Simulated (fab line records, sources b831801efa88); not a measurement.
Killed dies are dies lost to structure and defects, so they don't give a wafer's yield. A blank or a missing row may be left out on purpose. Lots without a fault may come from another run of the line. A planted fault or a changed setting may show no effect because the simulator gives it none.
Which tool did it? | flow gf180mcu | 11 lots, 32 wafers sampled, at 2 steps of a route of 602

WHAT THE GAUGES READ, wafer by wafer
GF_MIM_RS_MEAS_10: measures by four-point-probe. Usual: MIM_ALCU_RS 0.1600 ohm/sq, standard deviation 0.002.
lot  | measured     | on            | MIM_ALCU_RS (ohm/sq) | flag
L741 | day 25 14:59 | film_metro-02 | 0.1615 0.1611 0.1616 |
L745 | day 26 08:49 | film_metro-03 | 0.1597 0.1567 0.1594 |
L744 | day 26 11:20 | film_metro-03 | 0.1590 0.1632 0.1619 |
L746 | day 27 04:25 | film_metro-03 | 0.1595 0.1615 0.1604 |
L748 | day 27 09:01 | film_metro-02 | 0.1573 0.1615 0.1551 |
L755 | day 29 11:49 | film_metro-02 | 0.1611 0.1589        |
L756 | day 29 20:27 | film_metro-04 | 0.1615 0.1598 0.1611 |
L757 | day 30 05:38 | film_metro-02 | 0.1614 0.1625 0.1575 |
L758 | day 30 12:59 | film_metro-04 | 0.1586 0.1596 0.1585 |
L759 | day 30 17:36 | film_metro-02 | 0.1618 0.1632 0.1627 |
L762 | day 31 09:05 | film_metro-02 | 0.1620 0.1595 0.1611 |

WHICH TOOL RAN EACH LOT (tool, then ch and the chambers of the sampled wafers, then the start)
lot  | GF_MIM_SPUTTER_00
L741 | pvd_sputter-02, day 25 14:34
L745 | pvd_sputter-01, day 26 08:22
L744 | pvd_sputter-04, day 26 10:55
L746 | pvd_sputter-02, day 27 03:58
L748 | pvd_sputter-01, day 27 08:32
L755 | pvd_sputter-01, day 29 11:21
L756 | pvd_sputter-01, day 29 19:47
L757 | pvd_sputter-02, day 30 05:11
L758 | pvd_sputter-02, day 30 12:34
L759 | pvd_sputter-02, day 30 17:11
L762 | pvd_sputter-04, day 31 08:40
- GF_MIM_SPUTTER_00: material Ti, target thk 37.5 nm, time 150 s.

WHAT THE TOOLS THEMSELVES READ (means of the sampled wafers that have a number; where no wafer has one, the mark that the record gives instead)
GF_MIM_SPUTTER_00. Usual: throttle_valve_pct 29.4 %, standard deviation 1.3.
lot  | tool           | throttle_valve_pct (%) | flag
L741 | pvd_sputter-02 | 29.6                   |
L745 | pvd_sputter-01 | 29.2                   |
L744 | pvd_sputter-04 | 30.6                   |
L746 | pvd_sputter-02 | 29.7                   |
L748 | pvd_sputter-01 | 28.5                   |
L755 | pvd_sputter-01 | 27.8                   |
L756 | pvd_sputter-01 | 28.4                   |
L757 | pvd_sputter-02 | 29.5                   |
L758 | pvd_sputter-02 | 28.4                   |
L759 | pvd_sputter-02 | 28.6                   |
L762 | pvd_sputter-04 | 30.6                   |

THE ANSWER, worked out from the rows above alone
Rule: a lot is off if the mean of its wafers that have a number lies more than 3 standard deviations from the usual mean. A lot without any number at a reading at which 4 lots or more have one is off too. The other lots that the step has rows for count as sound. The gauges are gone through in route order, then the tools' own readings, and for those a lot's mean is taken as printed above. The first step at which some lot is off is used, and at that step the reading that is off furthest; a lot without a number counts as furthest.
No lot is off at any reading shown: from this, nothing can be told.

WHAT THE SIMULATOR HAD PUT IN
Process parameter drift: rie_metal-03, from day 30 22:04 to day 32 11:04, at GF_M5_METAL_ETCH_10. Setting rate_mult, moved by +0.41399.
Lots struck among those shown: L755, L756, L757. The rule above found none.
